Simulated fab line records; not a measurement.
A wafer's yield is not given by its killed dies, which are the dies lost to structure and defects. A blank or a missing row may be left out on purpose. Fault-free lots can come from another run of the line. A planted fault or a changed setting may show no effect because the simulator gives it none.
A lot that was struck, set against a sound lot ; flow sky130 ; 43 out of 708 route steps
Sound: the wafers L231.3, L231.4, L231.6. The struck wafers were L245.2, L245.3, L245.5. The cause is named last.
Each step with rows lists, per side, the tool, then ch with its chambers, then its first start. Under that, the readings that differ: sound wafers ; struck wafers ; difference of the means ; sigmas: that difference in standard deviations of wafers without a fault.
alike: same words and numbers on both sides, and readings whose means sit less than 2 such deviations apart. not compared: any withheld reading, any reading some wafer has no value for, any bound like >300 that may hide the same value, and any number with overlapping values for which the record gives no deviation.
Wherever a step has rows on one side only, a row that says differs or no value, or a row with sigmas, the two part there. Numbers that have no deviation but don't overlap get no sigmas and don't part them. A reading that every wafer of one side lacks parts them only if that side has two wafers or more.

first, 6 steps without rows for these wafers: SKY_GATE_OXIDE_HMDS_04 (prime time 60 s); SKY_GATE_OXIDE_COAT_05 (resist thk 1140 nm); SKY_GATE_OXIDE_SOFTBAKE_06 (time 60 s); SKY_GATE_OXIDE_EXPOSE_07 (exposes mask LVOM, target cd 600 nm); SKY_GATE_OXIDE_PEB_08; SKY_GATE_OXIDE_DEVELOP_09 (develop time 60 s).
SKY_GATE_OXIDE_OVL_MEAS_10:
  sound on overlay-02, day 13 11:35; struck on overlay-01, day 18 15:41
  alike: GATE_OXIDE_OVL
then, 2 steps without rows for these wafers: SKY_GATE_OXIDE_IMPLANT_11; SKY_GATE_OXIDE_WET_ETCH_12 (etches SiO2 in dHF, target depth 16.8 nm, time 336 s).
SKY_GATE_OXIDE_STRIP_13: strips in O2/N2.
  sound on plasma-asher-02 ch 0,1, day 13 11:54; struck on plasma-asher-02 ch 0,1, day 18 15:58
  alike: drypump-motor-current-A, oes-product-au, strip-time-to-endpoint-s
  not compared: rf-hours-counter-h
SKY_GATE_OXIDE_TW_MEAS_14:
  sound on film-metro-01, day 13 11:59; struck on film-metro-01, day 18 16:05
  alike: GATE_OXIDE_TW
then, 1 step without rows for these wafers: SKY_GATE_OXIDE_CLEAN_15 (cleans in SC1/SC2, time 150 s).
SKY_GATE_OXIDE_OXIDATION_16: stabilise 600 s, purge 300 s, target thk 3.57 nm.
  sound on furnace-02 ch 0, day 13 12:05; struck on furnace-02 ch 0, day 18 17:22
  alike: spike-tc-top-C, zone-power-upper-pct
then, 1 step without rows for these wafers: SKY_POLY_GATE_CVD_00 (deposits poly-Si, target thk 180 nm, time 720 s).
SKY_POLY_GATE_THK_MEAS_01:
  sound on film-metro-03, day 13 14:50; struck on film-metro-03, day 18 20:06
  alike: POLY_GATE_CVD_00_THK
then, 9 steps without rows for these wafers: SKY_RES_PROTECT_DEHYDRATE_00 (time 60 s); SKY_RES_PROTECT_HMDS_01 (prime time 60 s); SKY_RES_PROTECT_COAT_02 (resist thk 1140 nm); SKY_RES_PROTECT_SOFTBAKE_03 (time 60 s); SKY_RES_PROTECT_EXPOSE_04 (exposes mask RPM, target cd 1270 nm); SKY_RES_PROTECT_PEB_05; SKY_RES_PROTECT_DEVELOP_06 (develop time 60 s); SKY_POLY_GATE_IMPLANT_02; SKY_RES_PROTECT_STRIP_07 (strips in O2/N2).
SKY_RES_PROTECT_TW_MEAS_08:
  sound on film-metro-03, day 14 16:55; struck on film-metro-01, day 20 03:42
  alike: POLY_GATE_TW
then, 2 steps without rows for these wafers: SKY_RES_PROTECT_CLEAN_09 (cleans in SC1/SC2, time 150 s); SKY_POLY_GATE_CVD_03 (deposits Si3N4 from DCS/NH3, target thk 75 nm, time 1290 s).
SKY_POLY_GATE_THK_MEAS_04:
  sound on film-metro-01, day 14 18:41; struck on film-metro-03, day 20 05:10
  alike: POLY_GATE_CVD_03_THK
then, 8 steps without rows for these wafers: SKY_POLY_GATE_DEHYDRATE_05 (time 60 s); SKY_POLY_GATE_HMDS_06 (prime time 60 s); SKY_POLY_GATE_COAT_07 (resist thk 110 nm); SKY_POLY_GATE_COAT_08 (resist thk 450 nm); SKY_POLY_GATE_SOFTBAKE_09 (time 90 s); SKY_POLY_GATE_EXPOSE_10 (exposes mask P1M, target cd 150 nm); SKY_POLY_GATE_PEB_11; SKY_POLY_GATE_DEVELOP_12 (develop time 60 s).
SKY_POLY_GATE_CD_MEAS_13: the cd target is 150 nm.
  sound on cd-sem-02, day 15 22:28; struck on cd-sem-02, day 21 11:57
  alike: cd-nm
SKY_POLY_GATE_OVL_MEAS_14:
  sound on overlay-02, day 15 22:34; struck on overlay-01, day 21 12:03
  alike: POLY_GATE_OVL
SKY_POLY_GATE_ETCH_15: etches BARC in N2/H2, stops on SiO2, time 118.5 s, target depth 110 nm.
  sound on rie-diel-02 ch 0,3, day 15 22:35; struck on rie-diel-04 ch 0,2,3, day 21 12:05
  alike: drypump-motor-current-A, oes-product-au, throttle-valve-pct
  not compared: rf-hours-counter-h
SKY_POLY_GATE_ETCH_16: etches Si3N4 in CH3F/O2, stops on poly-Si, time 147.5 s, target depth 75 nm.
  sound on rie-diel-02 ch 0,3, day 15 22:40; struck on rie-diel-04 ch 0,2,3, day 21 12:10
  alike: drypump-motor-current-A, oes-product-au, throttle-valve-pct
  not compared: rf-hours-counter-h
SKY_POLY_GATE_ETCH_17: etches poly-Si in HBr/Cl2, stops on SiO2, target depth 180 nm, time 70.5 s.
  sound on rie-si-01 ch 1,2,3, day 15 22:46; struck on rie-si-02 ch 0,2, day 21 12:16
reading;sound;struck;difference;sigmas
oes-product-au (a.u.);0.980 0.977 0.966;1.000 0.987 0.999;+0.021;+3
  alike: drypump-motor-current-A, throttle-valve-pct
  not compared: rf-hours-counter-h
SKY_POLY_GATE_STRIP_18: strips in O2/N2.
  sound on plasma-asher-04 ch 0,1, day 15 22:52; struck on plasma-asher-04 ch 0,1, day 21 12:19
  alike: drypump-motor-current-A, oes-product-au, strip-time-to-endpoint-s
  not compared: rf-hours-counter-h
-- a jump in the record: the struck wafers' starts before and after are 28 days apart (it breaks off in module POLY_GATE and resumes in module PAD_OPEN, where the first step shown is number 708 of the route) --
SKY_PAD_OPEN_PROBE_99:
  sound on prober-02, day 45 08:12; struck on prober-02, day 49 01:32
reading;sound;struck;difference;sigmas
model.etest.cap-thick-oxide.gate-bv-v (V);15.43 15.75 15.61;7.283 7.383 7.257;-8.289;
model.etest.cap-thin-oxide.gate-log10-a-cm2;-7.131 -7.345 -7.206;0.929 0.9237 0.9998;+8.178;
model.etest.nfet_01v8_swapped.off-log10-a-um;-13.59 -13.33 -13.32;-9.941 -9.833 -10.14;+3.442;
model.etest.nfet_01v8.off-log10-a-um;-13.39 -13.32 -13.37;-9.651 -10.14 -9.813;+3.492;
model.etest.nfet_01v8_turned.off-log10-a-um;-13.37 -13.39 -13.54;-10.14 -10.1 -10.19;+3.29;
model.etest.cap-thin-oxide.gate-bv-v (V);6.868 6.854 6.973;3.697 3.637 3.78;-3.194;
model.etest.pfet_01v8_hvt.off-log10-a-um;-13.15 -12.81 -13.1;-9.766 -9.952 -9.896;+3.149;
model.etest.sram-pfet-latch.off-log10-a-um;-12.53 -12.7 -12.96;-9.703 -9.984 -9.641;+2.954;
  alike: killed_at_M0_to_M3, killed_at_M4_up, killed-at-contacts, killed-at-front-end, killed-at-other, killed-dies, killed-open, killed-short

== WHERE THEY PART ==
SKY_POLY_GATE_ETCH_17 only, going by this record. Later steps at which nothing parts them and some readings are alike: SKY_POLY_GATE_STRIP_18, SKY_PAD_OPEN_PROBE_99.

WHY: the cause the simulator had injected
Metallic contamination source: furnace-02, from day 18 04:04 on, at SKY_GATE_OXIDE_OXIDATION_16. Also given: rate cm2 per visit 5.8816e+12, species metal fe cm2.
